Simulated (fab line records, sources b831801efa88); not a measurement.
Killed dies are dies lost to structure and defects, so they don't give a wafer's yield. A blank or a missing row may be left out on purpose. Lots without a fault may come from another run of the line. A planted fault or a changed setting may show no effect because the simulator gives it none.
A struck lot beside a sound one | flow sky130 | 19 steps out of a route of 708
Sound: wafers L186.3, L186.4, L186.5. Struck: wafers L179.3, L179.4, L179.6. The cause comes at the end.
At each step with rows: each side's tool, then ch and its chambers, then its first start. Under that, the readings that differ: sound wafers | struck wafers | difference of the means | sigmas: that difference in standard deviations of wafers without a fault.
alike: readings whose means differ by less than 2 such deviations, and words and numbers that are the same on both sides. not compared: withheld readings, readings that some wafer has no value for, bounds like >300 that may hide the same value, and numbers for which the record gives no deviation and whose values overlap.
The two part at a step that has a row with sigmas, a row that says differs or no value, or rows on one side only. Numbers that don't overlap but have no deviation are shown without sigmas and don't part them. A reading that every wafer of one side lacks parts them only if that side has two wafers or more.

SKY_SD_N_RS_MEAS_17: measures by four-point-probe.
  sound on film_metro-01, day 34 13:29; struck on film_metro-04, day 32 06:08
  alike: SD_P_RS
SKY_SD_N_RS_MEAS_18: measures by four-point-probe.
  sound on film_metro-01, day 34 13:36; struck on film_metro-04, day 32 06:15
  alike: RES_XHIGH_RS
then, 2 steps without rows for these wafers: SKY_SALICIDE_CLEAN_00 (cleans in HF-last, time 30 s); SKY_LI_CONTACT_HDPCVD_00 (deposits PSG, target thk 930 nm, time 155 s).
SKY_LI_CONTACT_THK_MEAS_01:
  sound on film_metro-01, day 34 13:50; struck on film_metro-01, day 32 06:28
  alike: LI_CONTACT_HDPCVD_THK
SKY_LI_CONTACT_CMP_02: polishes PSG.
  sound on cmp-02 ch 1,2,3, day 34 13:52; struck on cmp-02 ch 0,3, day 32 06:34
  alike: motor_current_A, retaining_ring_pressure_frac, time_to_endpoint_s
SKY_LI_CONTACT_BOW_MEAS_03:
  sound on film_metro-03, day 34 14:13; struck on film_metro-03, day 32 06:51
  alike: LI_CONTACT_BOW
then, 5 steps without rows for these wafers: SKY_LI_CONTACT_DEHYDRATE_04 (time 60 s); SKY_LI_CONTACT_HMDS_05 (prime time 60 s); SKY_LI_CONTACT_COAT_06 (resist thk 60 nm); SKY_LI_CONTACT_COAT_07 (resist thk 450 nm); SKY_LI_CONTACT_SOFTBAKE_08 (time 90 s).
SKY_LI_CONTACT_EXPOSE_09: exposes mask LICM1, target cd 170 nm.
  sound on krf_scanner-01 ch 0, day 35 03:22; struck on krf_scanner-02 ch 0, day 32 20:02
  reading                            | sound                | struck            | difference | sigmas
  model.LI_CONTACT.overlay_x_nm (nm) | -2.901 -2.901 -2.901 | 67.71 67.71 67.71 | +70.61     |
  alike: mask, focus_offset_nm
then, 2 steps without rows for these wafers: SKY_LI_CONTACT_PEB_10; SKY_LI_CONTACT_DEVELOP_11 (develop time 60 s).
SKY_LI_CONTACT_CD_MEAS_12: target cd 170 nm.
  sound on cd_sem-02, day 35 16:31; struck on cd_sem-02, day 33 09:49
  reading    | sound             | struck            | difference | sigmas
  cd_nm (nm) | 167.2 167.6 166.8 | 169.5 169.9 171.1 | +3.0       | +2
SKY_LI_CONTACT_OVL_MEAS_13:
  sound on overlay-01, day 35 16:37; struck on overlay-02, day 33 09:54
  reading             | sound   | struck   | difference | sigmas
  LI_CONTACT_OVL (nm) | -3 0 -8 | 70 64 65 | +70        | +14
SKY_LI_CONTACT_ETCH_14: etches BARC in N2/H2, stops on SiO2, time 45.9 s, target depth 60 nm.
  sound on rie_diel-03 ch 0,1, day 35 16:38; struck on rie_diel-03 ch 0,1,3, day 33 09:55
  alike: drypump_motor_current_A, oes_product_au, throttle_valve_pct
  not compared: rf_hours_counter_h
-- the record jumps here: 16 days lie between the struck wafers' starts before and after (it left off in module LI_CONTACT and takes up again in module PAD_OPEN, whose first step shown is number 708 of the route) --
SKY_PAD_OPEN_PROBE_99:
  sound on prober-02, day 50 07:38; struck on prober-01, day 48 23:32
  no value came back on the struck wafers for any of 8 readings (model.etest.pfet_g5v0d10v5.r_on_ohm_um, model.etest.licon_pdiff.rc_ohm and others); on the sound wafers model.etest.pfet_g5v0d10v5.r_on_ohm_um reads 4869 4918 4939
  reading             | sound  | struck   | difference | sigmas
  killed_at_front_end | 8 6 13 | 17 20 19 | +10        | +2
  alike: killed_at_M0_to_M3, killed_at_M4_up, killed_at_contacts, killed_at_other, killed_dies, killed_open, killed_short

WHERE THEY PART
First at SKY_LI_CONTACT_CD_MEAS_12; last, within this record, at SKY_PAD_OPEN_PROBE_99.

WHY: what the simulator had put in
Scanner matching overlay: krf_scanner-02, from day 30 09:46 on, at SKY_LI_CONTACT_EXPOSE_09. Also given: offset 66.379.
